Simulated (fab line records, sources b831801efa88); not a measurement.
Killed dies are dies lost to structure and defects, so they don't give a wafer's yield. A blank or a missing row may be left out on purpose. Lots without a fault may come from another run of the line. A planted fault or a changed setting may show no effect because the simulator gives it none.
Which tool did it? | flow gf180mcu | 14 lots, 42 wafers sampled, at 1 step of a route of 602

WHAT THE GAUGES READ, wafer by wafer
GF_SALICIDE_RS_MEAS_04: measures by four-point-probe. Usual: SALICIDE_TIN_RS 16.4 ohm/sq, standard deviation 0.32.
lot  | measured     | on            | SALICIDE_TIN_RS (ohm/sq) | flag
L147 | day 15 05:53 | film_metro-03 | 16.1 16.7 16.3           |
L149 | day 16 02:03 | film_metro-02 | 16.6 16.2 16.4           |
L150 | day 16 09:26 | film_metro-02 | 17.0 16.6 16.7           |
L152 | day 16 20:53 | film_metro-03 | 16.5 16.3 16.5           |
L155 | day 18 04:22 | film_metro-03 | 16.7 16.1 16.7           |
L156 | day 18 11:09 | film_metro-02 | 16.8 16.7 16.7           |
L161 | day 20 03:17 | film_metro-04 | 16.5 16.7 16.7           |
L162 | day 20 08:56 | film_metro-02 | 16.7 16.6 16.5           |
L164 | day 21 07:49 | film_metro-02 | 15.8 16.2 15.8           |
L165 | day 21 12:20 | film_metro-04 | 16.6 16.6 16.6           |
L167 | day 22 05:14 | film_metro-04 | 16.0 16.5 16.6           |
L168 | day 22 13:47 | film_metro-04 | 16.2 16.6 16.5           |
L169 | day 22 20:06 | film_metro-04 | 16.5 16.2 16.1           |
L170 | day 23 09:13 | film_metro-02 | 16.1 16.1 15.9           |

WHICH TOOL RAN EACH LOT (tool, then ch and the chambers of the sampled wafers, then the start)
The record holds no process step before these readings.

WHAT THE TOOLS THEMSELVES READ (means of the sampled wafers that have a number; where no wafer has one, the mark that the record gives instead)
The record holds no such reading with a usual standard deviation.

THE ANSWER, worked out from the rows above alone
Rule: a lot is off if the mean of its wafers that have a number lies more than 3 standard deviations from the usual mean. A lot without any number at a reading at which 4 lots or more have one is off too. The other lots that the step has rows for count as sound. The gauges are gone through in route order, then the tools' own readings, and for those a lot's mean is taken as printed above. The first step at which some lot is off is used, and at that step the reading that is off furthest; a lot without a number counts as furthest.
No lot is off at any reading shown: from this, nothing can be told.

WHAT THE SIMULATOR HAD PUT IN
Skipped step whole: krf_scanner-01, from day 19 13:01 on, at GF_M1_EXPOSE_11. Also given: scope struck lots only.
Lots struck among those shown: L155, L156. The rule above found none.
